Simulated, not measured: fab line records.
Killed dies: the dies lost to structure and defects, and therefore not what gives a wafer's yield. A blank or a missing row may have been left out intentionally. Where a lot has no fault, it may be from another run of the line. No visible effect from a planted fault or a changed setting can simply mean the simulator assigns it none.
Split-lot experiment + flow sfqLine + 23 wafers read across 5 lots, on a route 325 steps long

## ABOUT THE SPLIT
At SFQ_TRILAYER_JJ_CE_LITHO_PEB_117 (peb time 60 s), the setting pebTimeS was moved away from the recipe's 60 s on 5 of the 23 wafers read, by -3.8% to +8.5%. The other wafers ran this setting at the recipe's value.

## FROM THE SPLIT TO THE READING: what the file shows between them, 1 step
- SFQ_TRILAYER_JJ_CE_LITHO_DEVELOP_116: time 60 s

## THE READING
cdNm, in nm, at SFQ_TRILAYER_JJ_CE_METRO_MEASURE_117. On this fab line, fault-free wafers typically give 699.6 nm with a standard deviation of 1.4 nm.

| wafer  | tool, chamber at the split | pebTimeS as run, s | against the recipe | cdNm, nm | against lot-mates on the recipe |
|--------|----------------------------|--------------------|--------------------|----------|---------------------------------|
| L074.1 | lithoTrack-03, 0           | 60                 | recipe             | 698.5    | -                               |
| L074.3 | lithoTrack-03, 0           | 60                 | recipe             | 697.6    | -                               |
| L074.4 | lithoTrack-03, 0           | 65.09              | +8.5%              | 687.4    | -10.6                           |
| L074.5 | lithoTrack-03, 0           | 65.09              | +8.5%              | 687.7    | -10.3                           |
| L074.6 | lithoTrack-03, 0           | 65.09              | +8.5%              | 686.2    | -11.8                           |
| L076.1 | lithoTrack-03, 0           | 60                 | recipe             | 700.1    | -                               |
| L076.3 | lithoTrack-03, 0           | 57.71              | -3.8%              | 706.2    | +6.0                            |
| L076.4 | lithoTrack-03, 0           | 60                 | recipe             | 699.7    | -                               |
| L076.5 | lithoTrack-03, 0           | 60                 | recipe             | 700.7    | -                               |
| L076.6 | lithoTrack-03, 0           | 57.71              | -3.8%              | 707.8    | +7.6                            |
| L077.2 | lithoTrack-03, 0           | 60                 | recipe             | 698.0    | -                               |
| L077.3 | lithoTrack-03, 0           | 60                 | recipe             | 700.4    | -                               |
| L077.4 | lithoTrack-03, 0           | 60                 | recipe             | 700.9    | -                               |
| L077.5 | lithoTrack-03, 0           | 60                 | recipe             | 699.2    | -                               |
| L077.6 | lithoTrack-03, 0           | 60                 | recipe             | 700.0    | -                               |
| L083.1 | lithoTrack-02, 0           | 60                 | recipe             | 701.1    | -                               |
| L083.2 | lithoTrack-02, 0           | 60                 | recipe             | 700.8    | -                               |
| L083.3 | lithoTrack-02, 0           | 60                 | recipe             | 700.9    | -                               |
| L083.4 | lithoTrack-02, 0           | 60                 | recipe             | 701.6    | -                               |
| L083.5 | lithoTrack-02, 0           | 60                 | recipe             | 699.6    | -                               |
| L085.2 | lithoTrack-03, 0           | 60                 | recipe             | 701.3    | -                               |
| L085.4 | lithoTrack-03, 0           | 60                 | recipe             | 701.2    | -                               |
| L085.5 | lithoTrack-03, 0           | 60                 | recipe             | 699.6    | -                               |

FIT RESULTS
A straight line over all 23 wafers: cdNm changes by -1.57 nm for each +1% of pebTimeS; r = -0.98; the points scatter about the line by 1.1 nm.
The same after taking each lot's own level away (the mean of its wafers on the recipe; 23 wafers): -1.37 nm for each +1%; r = -0.98; scatter 0.92 nm.
The reading moves by 12 nm for the largest change in pebTimeS, on that fit.
Measured against the standard deviation above, the lots' own levels, which go from 698.05 to 700.80 nm, span 2.0 times it.
So the slope is not independent of the lot-to-lot level: the two fits are not the same.
Check: for one of the wafers moved furthest among these (+8.5%), held out of the fit, the line's prediction against its lot-mates is -11.7 nm. It came out at -10.6 nm against them.

## OTHER SPLITS ON THESE WAFERS
Other splits were also applied to these wafers ahead of the reading. Each is held against what the fit with the lots' levels taken away leaves over:
| other split on the same wafers                  | wafers away from the commonest value | r with cdNm (lot level and that fit taken away) |
|-------------------------------------------------|--------------------------------------|-------------------------------------------------|
| SFQ_TRILAYER_I4_VIA_LITHO_COAT_103 resistThkNm  | 8                                    | -0.42                                           |
| SFQ_TRILAYER_JJ_TRILAYER_DEP_SPUTTER_109 powerW | 4                                    | +0.30                                           |

## THE WHOLE CHAIN: every reading that the file lists as answering this split, in the file's order
| step                                 | what it does                                              | reading                                                  | change (the file's fit)              | r (the file's) |
|--------------------------------------|-----------------------------------------------------------|----------------------------------------------------------|--------------------------------------|----------------|
| SFQ_TRILAYER_JJ_CE_METRO_MEASURE_117 |                                                           | cdNm                                                     | -1.37 nm for each +1% of the setting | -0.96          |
| SFQ_TRILAYER_JJ_CE_BARC_OPEN_RIE_150 | chemistry O2, target BARC, target depth 240 nm, time 80 s | JJ.cdNm (the simulator's own value, which no gauge read) | -1.39 nm for each +1% of the setting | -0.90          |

## THE FILE'S OWN FIT
cdNm changes by -1.37 nm for each +1% of pebTimeS, r = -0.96.
